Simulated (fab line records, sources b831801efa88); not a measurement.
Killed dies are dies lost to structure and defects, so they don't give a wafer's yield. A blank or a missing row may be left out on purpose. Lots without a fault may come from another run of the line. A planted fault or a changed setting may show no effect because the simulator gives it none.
Which tool did it? | flow gf180mcu | 6 lots, 18 wafers sampled, at 2 steps of a route of 602

WHAT THE GAUGES READ, wafer by wafer
GF_POLY_GATE_THK_MEAS_01.
lot  | measured     | on            | POLY_GATE_CVD_00_THK (nm)
L818 | day 9 12:47  | film_metro-01 | 203.9 203.4 202.2
L821 | day 10 04:23 | film_metro-04 | 201.9 201.5 201.3
L823 | day 11 01:47 | film_metro-01 | 199.7 197.6 197.5
L827 | day 12 05:55 | film_metro-02 | 372.1 371.1 373.0
L830 | day 13 03:37 | film_metro-04 | 201.2 200.4 200.2
L836 | day 15 08:44 | film_metro-02 | 197.1 195.0 195.5

WHICH TOOL RAN EACH LOT (tool, then ch and the chambers of the sampled wafers, then the start)
lot  | GF_POLY_GATE_CVD_00
L818 | lpcvd-01 ch 0, day 9 11:26
L821 | lpcvd-01 ch 0, day 10 03:04
L823 | lpcvd-01 ch 1, day 10 23:47
L827 | lpcvd-02 ch 0, day 12 04:34
L830 | lpcvd-01 ch 1, day 13 02:17
L836 | lpcvd-01 ch 0, day 15 07:24
- GF_POLY_GATE_CVD_00: deposits poly-Si, target thk 200 nm, time 1200 s.

THE ANSWER, worked out from the rows above alone
Rule: what is usual is taken from the lots themselves. Put in order of their means at a reading, lots are off if they are a third of the lots or fewer, leave a main group of 4 or more, and stand apart from it by a gap of 3 or more times the standard deviation of the main group's means; of several such gaps the widest counts. A main group whose means are all the same, to the digits that the tables above print for the reading, isn't used. A lot without any number at a reading at which 4 lots or more have one is off too. The other lots that the step has rows for count as sound.
Off: L827, at GF_POLY_GATE_THK_MEAS_01 (POLY_GATE_CVD_00_THK). The main group: mean 199.9 nm, standard deviation 2.6.
A tool fits if, at a process step before that reading, it ran every lot that is off, and no sound lot after the first of them. The gauges at GF_POLY_GATE_THK_MEAS_01 are tried like those tools. One fits: lpcvd-02 at GF_POLY_GATE_CVD_00. It ran no sound lot before its first lot that is off in this sample, so the start can't be narrowed down.

WHAT THE SIMULATOR HAD PUT IN
Process parameter drift: lpcvd-02, from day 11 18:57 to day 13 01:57, at GF_POLY_GATE_CVD_00. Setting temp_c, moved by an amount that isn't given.
Lots struck among those shown: L827. The rule above found the same.
